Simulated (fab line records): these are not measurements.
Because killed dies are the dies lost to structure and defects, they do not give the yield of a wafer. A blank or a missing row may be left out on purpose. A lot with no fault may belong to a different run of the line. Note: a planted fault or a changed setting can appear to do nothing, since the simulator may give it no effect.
8D (eight disciplines) problem report, filled in by code	flow sky130	the parts of the form that need people (team, actions taken, sign-off) are left out
Where a reading is given only as a bound, like >300, the bound stands for it, and a mean or a difference that rests on one is marked > or <: the true number lies beyond.

1. THE ISSUE
Across 6 wafers from 2 lots, VIA4_W_RS at SKY_VIA4_RS_MEAS_19 averages 58.4608 ohm/sq, while fault-free wafers read 0.2261 ohm/sq with a standard deviation of 0.0022. So: +99 or more standard deviations from the usual mean.
The step: measures by four-point-probe.
Earliest sighting: wafer L567.1 on film metro-01 at day 45 23:34. Wafers with a number at this step in the record: 30, from 10 lots. The rule behind "out" and "out of limits": a value lying over 4 standard deviations away from the usual mean. The other wafers with a number count as sound.

2. WHAT IT IS, AND WHAT IT ISN'T
question	is	is not
which readings at this step	VIA4_W_RS	-
which lots	L567, L568	L558, L559, L562, L564, L565, L577, L578, L579
which wafers of those lots	all that have a number	-
read on which gauges	film metro-01, film metro-03	film metro-04
when	from day 45 23:34	up to then (15 sound wafers); but 9 sound wafers of L577, L578, L579 came after

3. WHAT RULES OUT EACH SUSPECT
Counting: a tool stays on the suspect list if, at a process step up to the reading, it processed all lots that are out and no sound lot following the first of them.
- ruled out: the gauge at SKY_VIA4_RS_MEAS_19. 2 gauges (film metro-01, film metro-03) read the wafers that are out.
- plasma asher-02 at SKY_VIA4_STRIP_13 (strips in O2/N2): ruled out as a lasting fault. Sound lots L579 ran on it after its first lot that is out, L567 (day 45 22:21).
- cvd w-01 at SKY_VIA4_CVD_18 (deposits W, target thk 505 nm, time 152.14 s): ruled out as a lasting fault. Sound lots L579 ran on it after its first lot that is out, L567 (day 45 23:25).
Left after counting: nothing in the record.

4. THE CAUSE (what the simulator had put in)
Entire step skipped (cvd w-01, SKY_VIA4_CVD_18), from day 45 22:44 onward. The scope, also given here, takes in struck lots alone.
Counting ruled it out, wrongly: the rule takes a fault to strike every lot that its tool runs from its start on, and this one did not.

5. THE EFFECT CHAIN, in route order
Each row: a reading whose mean over the struck wafers that have a number lies more than 3 standard deviations from the usual. Only readings whose record carries a usual standard deviation are examined. hours: median over the lots of the time between each lot's start at the first step of this table that gives one and its start at this step. sigmas: the change, counted in usual standard deviations.
hours	step	reading	usual	on struck wafers	change	sigmas
0	SKY_VIA4_RS_MEAS_19	VIA4_W_RS	0.2261 ohm/sq	58.4608	+58.2347	+99 or more
0	SKY_VIA4_THK_MEAS_20	VIA4_W_THK	496 nm	<0	<-496	<-92
0	SKY_VIA4_CMP_21	time to endpoint s	122 s	4	-118	-24
It contains these process steps:
- SKY_VIA4_CMP_21: polishes, stops on SiO2, t overpolish 25 s, target thk 0 nm.
Readings that are blank on the struck wafers while sound wafers have them: chamber pressure Torr at SKY_VIA4_CVD_18; heater power outer w at SKY_VIA4_CVD_18; heater power w at SKY_VIA4_CVD_18.

6. HOW IT WOULD HAVE BEEN CAUGHT EARLIER
In this record the first reading out of limits at a measuring or inspecting step was taken at day 45 23:34, 1 hour after the fault began at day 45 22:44.
At SKY_VIA4_CVD_18 the tool's readings are blank on the struck wafers, where sound wafers have them: an empty tool record is the first sign, and it was there at once.
